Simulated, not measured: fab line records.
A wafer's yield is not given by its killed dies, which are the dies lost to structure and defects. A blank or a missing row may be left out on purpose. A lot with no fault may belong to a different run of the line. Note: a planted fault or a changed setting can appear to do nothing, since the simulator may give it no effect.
fab line records	flow sky130	part 1 of 2: steps 1 to 27 of 39
record: lots: 5	wafers: 15	last_day: 49
route steps=708 shown VT_ADJUST_NCORE@130 VT_ADJUST_HVTR@131 VT_ADJUST_PCH@143 SONOS_TUNNEL@154 SONOS_ONO@168
lots with no fault: from the same line, run without faults
start_h: the number of hours between the record's first day and the start of the first shown wafer of the lot	wait_h: hours from the lot's prior step to this one	" unchanged from the row above	L1.1+2: one row covering several wafers at once	- no value, or no start given	* or withheld: withheld	< > ~ a bound
route shown NAME@n: NAME is a module with steps in the file, n the number in the route of the first one	usual: average and standard deviation across the fault-free wafers	same: alike in all rows	chamber/n: place in a boat	sites: readings site by site	_std_site: standard deviation of those values	_edge_site: the outer-site mean with the inner-site mean subtracted	radius_mm: for every site, how far away it sits from the centre of the wafer	mask NAME#n: copy n	behind: the last tool/chamber to shape the wafer	hold: cause of the lot's hold/its duration in hours/its outcome	device: whichever transistor did not switch (one of n, p or np)	end of line: tests of these same wafers at the route's end	a step without rows: its recipe alone	killed: count of dies lost to structure and defects at first sort (not the wafer's yield)	map: a wafer's dies, marking killed ones x, the rest . and places with no die _
set.NAME: the setting the step ran with; set.NAME@STEP: the setting that earlier step ran with	model.NAME: the simulator's own value behind a step, which no gauge read
lots at selected steps of the route; one table per step, one row per wafer
services: a tool's chamber out of use, with start hour (start_h, from the record's first day; less than 0 if before it), hours out, and reason
== steps ==
step: SKY_VT_ADJUST_NCORE_TW_MEAS_11
usual: VT_ADJUST_NCORE_TW: 221.0/1.7
lot.wafer	tool	chamber	start_h	wait_h	VT_ADJUST_NCORE_TW
L075.1	film_metro-01	-	205.72	0.1	220.9
L075.4	"	-	"	"	222.2
L075.5	"	-	"	"	221.3
L077.2	film_metro-01	-	206.28	0.1	220.4
L077.3	"	-	"	"	219.6
L077.6	"	-	"	"	219.0
L084.1	film_metro-02	-	243.87	0.1	223.0
L084.2	"	-	"	"	222.6
L084.5	"	-	"	"	222.9
L086.1	film_metro-02	-	265.58	0.1	222.1
L086.3	"	-	"	"	221.5
L086.5	"	-	"	"	222.9
L090.2	film_metro-03	-	296.73	0.1	220.3
L090.5	"	-	"	"	218.7
L090.6	"	-	"	"	218.9
step: SKY_VT_ADJUST_HVTR_DEHYDRATE_00
recipe: temp_c: 200	time_s: 60
usual: resist_line_temp_C: 23.01/0.11
lot.wafer	tool	chamber	start_h	wait_h	resist_line_temp_C
L075.1	litho_track-04	0	215.46	9.7	22.87
L075.4	"	0	"	"	22.95
L075.5	"	0	"	"	22.87
L077.2	litho_track-03	0	216.34	10.1	22.96
L077.3	"	0	"	"	22.87
L077.6	"	0	"	"	22.86
L084.1	litho_track-03	0	256.22	12.3	23.07
L084.2	"	0	"	"	23.12
L084.5	"	0	"	"	23.16
L086.1	litho_track-01	0	277.11	11.5	23.13
L086.3	"	0	"	"	23.19
L086.5	"	0	"	"	23.29
L090.2	litho_track-01	0	309.38	12.6	22.96
L090.5	"	0	"	"	22.94
L090.6	"	0	"	"	22.99
step: SKY_VT_ADJUST_HVTR_HMDS_01
recipe: prime_time_s: 60	prime_temp_c: 120
usual: resist_line_temp_C: 23.00/0.11
lot.wafer	tool	chamber	start_h	wait_h	resist_line_temp_C
L075.1	litho_track-04	0	215.61	0.1	22.92
L075.4	"	0	"	"	22.93
L075.5	"	0	"	"	22.95
L077.2	litho_track-03	0	216.49	0.1	23.01
L077.3	"	0	"	"	22.99
L077.6	"	0	"	"	23.02
L084.1	litho_track-03	0	256.37	0.1	23.12
L084.2	"	0	"	"	23.20
L084.5	"	0	"	"	23.11
L086.1	litho_track-01	0	277.26	0.1	22.85
L086.3	"	0	"	"	22.76
L086.5	"	0	"	"	22.92
L090.2	litho_track-01	0	309.53	0.1	22.93
L090.5	"	0	"	"	22.99
L090.6	"	0	"	"	22.99
step: SKY_VT_ADJUST_HVTR_COAT_02
recipe: resist: NOVOLAK	spin_rpm: 3000	resist_thk_nm: 1140
usual: resist_line_temp_C: 22.99/0.098
lot.wafer	tool	chamber	start_h	wait_h	resist_line_temp_C
L075.1	litho_track-04	0	215.76	0.1	22.95
L075.4	"	0	"	"	22.96
L075.5	"	0	"	"	22.96
L077.2	litho_track-03	0	216.64	0.1	23.06
L077.3	"	0	"	"	23.06
L077.6	"	0	"	"	23.13
L084.1	litho_track-03	0	256.52	0.1	23.27
L084.2	"	0	"	"	23.14
L084.5	"	0	"	"	23.11
L086.1	litho_track-01	0	277.41	0.1	23.13
L086.3	"	0	"	"	23.15
L086.5	"	0	"	"	23.02
L090.2	litho_track-01	0	309.68	0.1	23.03
L090.5	"	0	"	"	23.06
L090.6	"	0	"	"	22.96
step: SKY_VT_ADJUST_HVTR_SOFTBAKE_03
recipe: temp_c: 90	time_s: 60	resist: NOVOLAK
usual: resist_line_temp_C: 23.01/0.11
lot.wafer	tool	chamber	start_h	wait_h	resist_line_temp_C
L075.1	litho_track-04	0	215.91	0.1	22.94
L075.4	"	0	"	"	22.97
L075.5	"	0	"	"	22.91
L077.2	litho_track-03	0	216.79	0.1	23.01
L077.3	"	0	"	"	23.09
L077.6	"	0	"	"	22.94
L084.1	litho_track-03	0	256.67	0.1	23.02
L084.2	"	0	"	"	22.85
L084.5	"	0	"	"	22.99
L086.1	litho_track-01	0	277.56	0.1	23.24
L086.3	"	0	"	"	23.04
L086.5	"	0	"	"	23.21
L090.2	litho_track-01	0	309.83	0.1	22.99
L090.5	"	0	"	"	22.91
L090.6	"	0	"	"	22.89
step: SKY_VT_ADJUST_HVTR_EXPOSE_04
recipe: mask_id: HVTRM	target_cd_nm: 380	na: 0.6	source_shape: conventional	sigma_outer: 0.6	dose_mj: 150
lot.wafer	tool	chamber	start_h	wait_h	mask
L075.1+4+5	iline_stepper-02	0	-	-	HVTRM#0
L077.2+3+6	iline_stepper-02	0	-	-	HVTRM#0
L084.1+2+5	iline_stepper-02	0	-	-	HVTRM#0
L086.1+3+5	iline_stepper-01	0	-	-	HVTRM#0
L090.2+5+6	iline_stepper-01	0	-	-	HVTRM#0
step: SKY_VT_ADJUST_HVTR_PEB_05
recipe: temp_c: withheld	time_s: *	resist: NOVOLAK
usual: resist_line_temp_C: *
lot.wafer	tool	chamber	start_h	wait_h	resist_line_temp_C
L075.1	litho_track-04	0	-	-	*
L075.4	"	0	"	"	*
L075.5	"	0	"	"	*
L077.2	litho_track-04	0	-	-	*
L077.3	"	0	"	"	*
L077.6	"	0	"	"	*
L084.1	litho_track-04	0	-	-	*
L084.2	"	0	"	"	*
L084.5	"	0	"	"	*
L086.1	litho_track-01	0	-	-	*
L086.3	"	0	"	"	*
L086.5	"	0	"	"	*
L090.2	litho_track-03	0	-	-	*
L090.5	"	0	"	"	*
L090.6	"	0	"	"	*
step: SKY_VT_ADJUST_HVTR_DEVELOP_06
recipe: develop_time_s: 60	dev_temp_c: 23
usual: resist_line_temp_C: 23.00/0.1
lot.wafer	tool	chamber	start_h	wait_h	resist_line_temp_C
L075.1	litho_track-04	0	228.06	0.1	23.04
L075.4	"	0	"	"	23.03
L075.5	"	0	"	"	23.12
L077.2	litho_track-04	0	228.73	0.1	22.94
L077.3	"	0	"	"	22.96
L077.6	"	0	"	"	22.96
L084.1	litho_track-04	0	267.61	0.1	23.18
L084.2	"	0	"	"	22.97
L084.5	"	0	"	"	23.10
L086.1	litho_track-01	0	289.66	0.1	23.06
L086.3	"	0	"	"	23.00
L086.5	"	0	"	"	22.94
L090.2	litho_track-03	0	322.24	0.1	22.78
L090.5	"	0	"	"	22.86
L090.6	"	0	"	"	22.99
step: SKY_VT_ADJUST_HVTR_CD_MEAS_07
recipe: target_cd_nm: 380
usual: cd_nm: 380.9/2.5
lot.wafer	tool	chamber	start_h	wait_h	cd_nm
L075.1	cd_sem-02	-	228.21	0.1	382.8
L075.4	"	-	"	"	381.5
L075.5	"	-	"	"	381.1
L077.2	cd_sem-01	-	228.88	0.1	381.9
L077.3	"	-	"	"	382.3
L077.6	"	-	"	"	380.2
L084.1	cd_sem-02	-	267.76	0.1	380.1
L084.2	"	-	"	"	379.7
L084.5	"	-	"	"	383.5
L086.1	cd_sem-02	-	289.81	0.1	377.3
L086.3	"	-	"	"	377.8
L086.5	"	-	"	"	378.8
L090.2	cd_sem-01	-	322.39	0.1	381.3
L090.5	"	-	"	"	377.9
L090.6	"	-	"	"	380.0
step: SKY_VT_ADJUST_HVTR_OVL_MEAS_08
usual: VT_ADJUST_HVTR_OVL: 0.2/1.4
lot.wafer	tool	chamber	start_h	wait_h	VT_ADJUST_HVTR_OVL[nm]
L075.1	overlay-02	-	228.33	0.1	2.3
L075.4	"	-	"	"	-0.3
L075.5	"	-	"	"	0.4
L077.2	overlay-02	-	228.99	0.1	0.6
L077.3	"	-	"	"	2.4
L077.6	"	-	"	"	0.9
L084.1	overlay-01	-	267.88	0.1	-1.3
L084.2	"	-	"	"	0.1
L084.5	"	-	"	"	-0.8
L086.1	overlay-01	-	289.93	0.1	-0.3
L086.3	"	-	"	"	-0.8
L086.5	"	-	"	"	-0.7
L090.2	overlay-01	-	322.49	0.1	-0.7
L090.5	"	-	"	"	-0.9
L090.6	"	-	"	"	-1.2
step: SKY_VT_ADJUST_HVTR_IMPLANT_09
recipe: species: B	energy_kev: 10	dose_cm2: 2.062e+12	tilt_deg: withheld
lot.wafer	tool	chamber	start_h	wait_h
L075.1+4+5	implanter-04	0	228.37	0.0
L077.2+3+6	implanter-03	0	229.04	0.0
L084.1+2+5	implanter-03	0	267.92	0.0
L086.1+3+5	implanter-01	0	289.96	0.0
L090.2+5+6	implanter-04	0	322.55	0.0
step: SKY_VT_ADJUST_HVTR_STRIP_10
recipe: chemistry: O2/N2	power_w: 1400	pressure_mtorr: 1500	platen_temp_c: withheld	o2_flow_sccm: 3000	n2_flow_sccm: 300	overash_fraction: 0.5
usual: drypump_motor_current_A: 6.0/0.42	oes_product_au: 0.715/0.0045	strip_time_to_endpoint_s: 14.17/0.037
lot.wafer	tool	chamber	start_h	wait_h	drypump_motor_current_A	oes_product_au	rf_hours_counter_h	strip_time_to_endpoint_s
L075.1	plasma_asher-03	1	228.52	0.1	5.5	0.717	43	14.14
L075.4	"	1	"	"	5.5	0.710	-	14.21
L075.5	"	1	"	"	5.5	0.713	-	14.16
L077.2	plasma_asher-04	0	229.17	0.1	6.5	0.711	54	14.10
L077.3	"	0	"	"	6.4	0.714	-	14.16
L077.6	"	0	"	"	6.4	0.711	-	14.12
L084.1	plasma_asher-01	0	268.07	0.1	5.5	0.712	56	14.20
L084.2	"	1	"	"	5.9	0.712	56	14.17
L084.5	"	1	"	"	5.9	0.709	-	14.21
L086.1	plasma_asher-01	0	290.11	0.1	5.5	0.713	58	14.16
L086.3	"	1	"	"	5.9	0.715	-	14.14
L086.5	"	1	"	"	5.9	0.710	-	14.13
L090.2	plasma_asher-04	0	322.67	0.1	6.5	0.724	60	14.16
L090.5	"	0	"	"	6.4	0.720	-	14.17
L090.6	"	1	"	"	6.0	0.715	-	14.17
step: SKY_VT_ADJUST_HVTR_TW_MEAS_11
usual: VT_ADJUST_HVTR_TW: 209.6/0.96
lot.wafer	tool	chamber	start_h	wait_h	VT_ADJUST_HVTR_TW
L075.1	film_metro-04	-	228.62	0.1	209.8
L075.4	"	-	"	"	209.9
L075.5	"	-	"	"	210.0
L077.2	film_metro-03	-	229.28	0.1	209.9
L077.3	"	-	"	"	209.8
L077.6	"	-	"	"	209.3
L084.1	film_metro-04	-	268.17	0.1	208.6
L084.2	"	-	"	"	208.4
L084.5	"	-	"	"	208.7
L086.1	film_metro-03	-	290.21	0.1	209.9
L086.3	"	-	"	"	209.1
L086.5	"	-	"	"	209.7
L090.2	film_metro-03	-	322.78	0.1	209.8
L090.5	"	-	"	"	209.8
L090.6	"	-	"	"	210.3
step: SKY_VT_ADJUST_PCH_DEHYDRATE_00
recipe: temp_c: 200	time_s: 60
usual: resist_line_temp_C: 23.03/0.093
lot.wafer	tool	chamber	start_h	wait_h	resist_line_temp_C
L075.1	litho_track-02	0	238.97	10.3	22.94
L075.4	"	0	"	"	22.99
L075.5	"	0	"	"	22.84
L077.2	litho_track-01	0	239.98	10.7	23.02
L077.3	"	0	"	"	22.95
L077.6	"	0	"	"	23.00
L084.1	litho_track-04	0	279.91	11.7	23.21
L084.2	"	0	"	"	23.02
L084.5	"	0	"	"	22.98
L086.1	litho_track-02	0	302.67	12.4	22.97
L086.3	"	0	"	"	22.96
L086.5	"	0	"	"	22.92
L090.2	litho_track-04	0	335.93	13.1	23.01
L090.5	"	0	"	"	23.09
L090.6	"	0	"	"	23.02
step: SKY_VT_ADJUST_PCH_HMDS_01
recipe: prime_time_s: 60	prime_temp_c: 120
usual: resist_line_temp_C: 23.00/0.1
lot.wafer	tool	chamber	start_h	wait_h	resist_line_temp_C
L075.1	litho_track-02	0	239.12	0.1	22.91
L075.4	"	0	"	"	23.02
L075.5	"	0	"	"	22.93
L077.2	litho_track-01	0	240.13	0.1	22.86
L077.3	"	0	"	"	22.97
L077.6	"	0	"	"	23.20
L084.1	litho_track-04	0	280.06	0.1	23.00
L084.2	"	0	"	"	22.91
L084.5	"	0	"	"	23.02
L086.1	litho_track-02	0	302.82	0.1	22.98
L086.3	"	0	"	"	22.88
L086.5	"	0	"	"	22.95
L090.2	litho_track-04	0	336.08	0.1	23.00
L090.5	"	0	"	"	23.19
L090.6	"	0	"	"	23.16
step: SKY_VT_ADJUST_PCH_COAT_02
recipe: spin_rpm: 2000	resist_thk_nm: 3000
usual: resist_line_temp_C: 23.00/0.11
lot.wafer	tool	chamber	start_h	wait_h	resist_line_temp_C
L075.1	litho_track-02	0	239.27	0.1	23.04
L075.4	"	0	"	"	22.94
L075.5	"	0	"	"	22.97
L077.2	litho_track-01	0	240.28	0.1	23.11
L077.3	"	0	"	"	22.91
L077.6	"	0	"	"	22.99
L084.1	litho_track-04	0	280.21	0.1	23.09
L084.2	"	0	"	"	23.09
L084.5	"	0	"	"	23.09
L086.1	litho_track-02	0	302.97	0.1	22.84
L086.3	"	0	"	"	22.84
L086.5	"	0	"	"	22.80
L090.2	litho_track-04	0	336.23	0.1	23.16
L090.5	"	0	"	"	22.92
L090.6	"	0	"	"	22.87
step: SKY_VT_ADJUST_PCH_SOFTBAKE_03
recipe: temp_c: 110	time_s: withheld
usual: resist_line_temp_C: 23.00/0.094
lot.wafer	tool	chamber	start_h	wait_h	resist_line_temp_C
L075.1	litho_track-02	0	239.42	0.1	23.03
L075.4	"	0	"	"	23.12
L075.5	"	0	"	"	23.08
L077.2	litho_track-01	0	240.44	0.1	22.96
L077.3	"	0	"	"	22.94
L077.6	"	0	"	"	23.06
L084.1	litho_track-04	0	280.36	0.1	23.08
L084.2	"	0	"	"	23.01
L084.5	"	0	"	"	22.93
L086.1	litho_track-02	0	303.12	0.1	22.95
L086.3	"	0	"	"	23.02
L086.5	"	0	"	"	23.03
L090.2	litho_track-04	0	336.39	0.1	22.94
L090.5	"	0	"	"	23.08
L090.6	"	0	"	"	23.11
step: SKY_VT_ADJUST_PCH_EXPOSE_04
recipe: mask_id: NWM	na: 0.6	source_shape: conventional	sigma_outer: 0.6	polarization: unpolarized	target_cd_nm: 840	dose_mj: 255
lot.wafer	tool	chamber	start_h	wait_h	mask
L075.1+4+5	iline_stepper-01	0	-	-	NWM#0
L077.2+3+6	iline_stepper-01	0	-	-	NWM#0
L084.1+2+5	iline_stepper-02	0	-	-	NWM#0
L086.1+3+5	iline_stepper-02	0	-	-	NWM#0
L090.2+5+6	iline_stepper-01	0	-	-	NWM#0
step: SKY_VT_ADJUST_PCH_PEB_05
recipe: temp_c: 115	time_s: withheld
usual: resist_line_temp_C: 22.99/0.11
lot.wafer	tool	chamber	start_h	wait_h	resist_line_temp_C
L075.1	litho_track-01	0	-	-	23.13
L075.4	"	0	"	"	23.13
L075.5	"	0	"	"	23.07
L077.2	litho_track-01	0	-	-	22.98
L077.3	"	0	"	"	23.04
L077.6	"	0	"	"	23.04
L084.1	litho_track-02	0	-	-	22.96
L084.2	"	0	"	"	23.02
L084.5	"	0	"	"	22.94
L086.1	litho_track-04	0	-	-	22.91
L086.3	"	0	"	"	23.08
L086.5	"	0	"	"	22.95
L090.2	litho_track-01	0	-	-	23.04
L090.5	"	0	"	"	22.81
L090.6	"	0	"	"	22.94
step: SKY_VT_ADJUST_PCH_DEVELOP_06
recipe: wall_angle_deg: 90	developer: TMAH	develop_time_s: 60	dev_temp_c: 23
usual: resist_line_temp_C: 23.01/0.1
lot.wafer	tool	chamber	start_h	wait_h	resist_line_temp_C
L075.1	litho_track-01	0	-	-	23.07
L075.4	"	0	"	"	23.11
L075.5	"	0	"	"	23.18
L077.2	litho_track-01	0	-	-	22.97
L077.3	"	0	"	"	23.05
L077.6	"	0	"	"	22.92
L084.1	litho_track-02	0	-	-	23.01
L084.2	"	0	"	"	23.11
L084.5	"	0	"	"	23.24
L086.1	litho_track-04	0	-	-	22.86
L086.3	"	0	"	"	22.87
L086.5	"	0	"	"	22.88
L090.2	litho_track-01	0	-	-	22.85
L090.5	"	0	"	"	23.03
L090.6	"	0	"	"	22.93
step: SKY_VT_ADJUST_PCH_OVL_MEAS_07
usual: VT_ADJUST_PCH_OVL: 1.5/1.4
lot.wafer	tool	chamber	start_h	wait_h	VT_ADJUST_PCH_OVL[nm]
L075.1	overlay-01	-	252.56	-	0.1
L075.4	"	-	"	"	-1.6
L075.5	"	-	"	"	-0.2
L077.2	overlay-02	-	253.26	-	1.2
L077.3	"	-	"	"	0.6
L077.6	"	-	"	"	0.9
L084.1	overlay-01	-	292.32	-	2.3
L084.2	"	-	"	"	3.7
L084.5	"	-	"	"	2.2
L086.1	overlay-01	-	316.46	-	1.1
L086.3	"	-	"	"	2.7
L086.5	"	-	"	"	2.5
L090.2	overlay-02	-	349.76	-	2.6
L090.5	"	-	"	"	0.7
L090.6	"	-	"	"	1.3
step: SKY_VT_ADJUST_PCH_IMPLANT_08
recipe: species: B	energy_kev: 10	dose_cm2: 5e+11	tilt_deg: withheld
lot.wafer	tool	chamber	start_h	wait_h
L075.1+4+5	implanter-03	0	252.59	0.0
L077.2+3+6	implanter-01	0	253.32	0.0
L084.1+2+5	implanter-02	0	292.36	0.0
L086.1+3+5	implanter-02	0	316.50	0.0
L090.2+5+6	implanter-01	0	349.82	0.0
step: SKY_VT_ADJUST_PCH_STRIP_09
recipe: chemistry: O2/N2	power_w: 1400	pressure_mtorr: 1500	platen_temp_c: withheld	o2_flow_sccm: 3000	n2_flow_sccm: 300	overash_fraction: 0.5
usual: drypump_motor_current_A: 5.6/0.46	oes_product_au: 0.722/0.0044	strip_time_to_endpoint_s: 36.92/0.11
lot.wafer	tool	chamber	start_h	wait_h	drypump_motor_current_A	oes_product_au	rf_hours_counter_h	strip_time_to_endpoint_s
L075.1	plasma_asher-02	0	252.74	0.1	5.7	0.721	14	36.99
L075.4	"	0	"	"	5.7	0.721	-	37.02
L075.5	"	1	"	"	4.9	0.727	-	36.91
L077.2	plasma_asher-03	1	253.44	0.1	5.5	0.718	46	36.93
L077.3	"	1	"	"	5.5	0.717	-	36.85
L077.6	"	1	"	"	5.5	0.721	-	37.03
L084.1	plasma_asher-03	1	292.51	0.1	5.5	0.714	50	37.10
L084.2	"	0	"	"	6.5	0.719	50	36.96
L084.5	"	0	"	"	6.5	0.725	-	36.94
L086.1	plasma_asher-01	1	316.65	0.1	5.9	0.722	61	36.84
L086.3	"	1	"	"	5.9	0.719	-	36.97
L086.5	"	1	"	"	5.9	0.731	-	37.05
L090.2	plasma_asher-03	1	349.94	0.1	5.5	0.723	54	36.84
L090.5	"	0	"	"	6.5	0.721	-	36.86
L090.6	"	1	"	"	5.5	0.721	-	36.80
step: SKY_VT_ADJUST_PCH_TW_MEAS_10
usual: VT_ADJUST_PCH_TW: 143.8/1.5
lot.wafer	tool	chamber	start_h	wait_h	VT_ADJUST_PCH_TW
L075.1	film_metro-01	-	252.84	0.1	143.9
L075.4	"	-	"	"	144.2
L075.5	"	-	"	"	144.1
L077.2	film_metro-01	-	253.55	0.1	144.4
L077.3	"	-	"	"	143.3
L077.6	"	-	"	"	144.4
L084.1	film_metro-01	-	292.61	0.1	143.5
L084.2	"	-	"	"	143.6
L084.5	"	-	"	"	143.8
L086.1	film_metro-02	-	316.76	0.1	146.1
L086.3	"	-	"	"	146.2
L086.5	"	-	"	"	145.7
L090.2	film_metro-02	-	350.05	0.1	146.2
L090.5	"	-	"	"	146.2
L090.6	"	-	"	"	144.6
step: SKY_SONOS_TUNNEL_DEHYDRATE_00
recipe: temp_c: 200	time_s: 60
usual: resist_line_temp_C: 23.01/0.12
lot.wafer	tool	chamber	start_h	wait_h	resist_line_temp_C
L075.1	litho_track-03	0	263.57	10.7	22.92
L075.4	"	0	"	"	23.14
L075.5	"	0	"	"	23.01
L077.2	litho_track-02	0	264.30	10.7	22.94
L077.3	"	0	"	"	22.91
L077.6	"	0	"	"	22.84
L084.1	litho_track-01	0	304.91	12.3	22.89
L084.2	"	0	"	"	22.97
L084.5	"	0	"	"	23.00
L086.1	litho_track-02	0	329.67	12.9	23.10
L086.3	"	0	"	"	22.99
L086.5	"	0	"	"	23.14
L090.2	litho_track-03	0	362.64	12.6	23.12
L090.5	"	0	"	"	23.07
L090.6	"	0	"	"	23.11
step: SKY_SONOS_TUNNEL_HMDS_01
recipe: prime_time_s: 60	prime_temp_c: 120
usual: resist_line_temp_C: 23.03/0.11
lot.wafer	tool	chamber	start_h	wait_h	resist_line_temp_C
L075.1	litho_track-03	0	263.72	0.1	22.80
L075.4	"	0	"	"	22.91
L075.5	"	0	"	"	22.97
L077.2	litho_track-02	0	264.45	0.1	22.90
L077.3	"	0	"	"	23.09
L077.6	"	0	"	"	22.91
L084.1	litho_track-01	0	305.06	0.1	23.09
L084.2	"	0	"	"	23.15
L084.5	"	0	"	"	23.10
L086.1	litho_track-02	0	329.82	0.1	22.90
L086.3	"	0	"	"	23.00
L086.5	"	0	"	"	22.98
L090.2	litho_track-03	0	362.79	0.1	22.97
L090.5	"	0	"	"	22.99
L090.6	"	0	"	"	23.05
step: SKY_SONOS_TUNNEL_COAT_02
recipe: resist: NOVOLAK	spin_rpm: 2972	resist_thk_nm: 1140
usual: resist_line_temp_C: 23.02/0.098
lot.wafer	tool	chamber	start_h	wait_h	resist_line_temp_C
L075.1	litho_track-03	0	263.87	0.1	22.99
L075.4	"	0	"	"	22.98
L075.5	"	0	"	"	23.00
L077.2	litho_track-02	0	264.60	0.1	23.05
L077.3	"	0	"	"	23.27
L077.6	"	0	"	"	23.02
L084.1	litho_track-01	0	305.21	0.1	22.69
L084.2	"	0	"	"	23.02
L084.5	"	0	"	"	23.06
L086.1	litho_track-02	0	329.97	0.1	23.07
L086.3	"	0	"	"	23.06
L086.5	"	0	"	"	22.93
L090.2	litho_track-03	0	362.94	0.1	23.10
L090.5	"	0	"	"	23.11
L090.6	"	0	"	"	23.24
